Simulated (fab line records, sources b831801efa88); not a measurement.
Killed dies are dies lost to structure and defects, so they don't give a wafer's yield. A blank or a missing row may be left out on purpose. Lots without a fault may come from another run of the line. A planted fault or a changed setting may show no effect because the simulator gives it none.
Problem report in the 8D (eight disciplines) form, filled by code | flow sky130 | the parts of the form that need people (team, actions taken, sign-off) are left out

1. THE PROBLEM
rf_fwd_power_W at SKY_METAL2_ETCH_18 reads a mean of 416.1 W on 6 wafers of 2 lots; wafers without a fault read 496.3 W with a standard deviation of 1.6. That is -50 standard deviations from the usual mean.
The step: etches BARC in N2/H2, stops on SiO2, time 45.9 s, target depth 60 nm.
First seen on wafer L703.3, day 38 18:27, on rie_metal-01. The record holds 18 wafers of 6 lots with a number at this step. Rule for "out", or "out of limits": more than 4 standard deviations from the usual mean. The other wafers with a number count as sound.

2. WHAT IT IS AND WHAT IT IS NOT
question                    | is                     | is not
which readings at this step | rf_fwd_power_W         | drypump_motor_current_A, throttle_valve_pct
which lots                  | L703, L705             | L692, L693, L713, L714
which wafers of those lots  | all that have a number | -
read on which tools         | rie_metal-01           | rie_metal-02
when                        | from day 38 18:27      | up to then (6 sound wafers); but 6 sound wafers of L713, L714 came after

3. SUSPECTS, AND WHAT RULES EACH OUT
Counting: a tool at a process step up to the reading stays a suspect if it ran every lot that is out and no sound lot after the first of them.
- rie_metal-01 at SKY_METAL2_DESCUM_17 (chemistry O2, time 8 s): kept. It ran every lot that is out, first L703 (day 38 18:25), and no sound lot after that; its last sound lot up to then is L693 (day 35 02:21).
- rie_metal-01 at SKY_METAL2_ETCH_18 (etches BARC in N2/H2, stops on SiO2, time 45.9 s, target depth 60 nm): kept. It ran every lot that is out, first L703 (day 38 18:27), and no sound lot after that; its last sound lot up to then is L693 (day 35 02:23). Its own readings are out on those wafers: rf_fwd_power_W.
Left after counting: rie_metal-01 at SKY_METAL2_DESCUM_17, rie_metal-01 at SKY_METAL2_ETCH_18.

4. THE CAUSE (what the simulator had put in)
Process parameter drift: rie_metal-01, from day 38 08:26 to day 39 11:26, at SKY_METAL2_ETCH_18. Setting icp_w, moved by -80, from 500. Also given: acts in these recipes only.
Counting left 2 suspects, and this tool is among them.

5. THE CHAIN OF EFFECTS, in route order
Each row: a reading whose mean over the struck wafers that have a number lies more than 3 standard deviations from the usual. Only readings for which the record gives a usual standard deviation are gone through. hours: the time from each lot's start at the first step in this table that gives one to its start at this step, as a median over the lots. sigmas: the change in usual standard deviations.
hours | step               | reading        | usual   | on struck wafers | change | sigmas
0     | SKY_METAL2_ETCH_18 | rf_fwd_power_W | 496.3 W | 416.1            | -80.2  | -50
The process steps in it:
- SKY_METAL2_ETCH_18: etches BARC in N2/H2, stops on SiO2, time 45.9 s, target depth 60 nm.

6. WHAT WOULD HAVE CAUGHT IT SOONER
In this record the first reading out of limits was taken at day 38 18:27, 10 hours after the fault began at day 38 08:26.
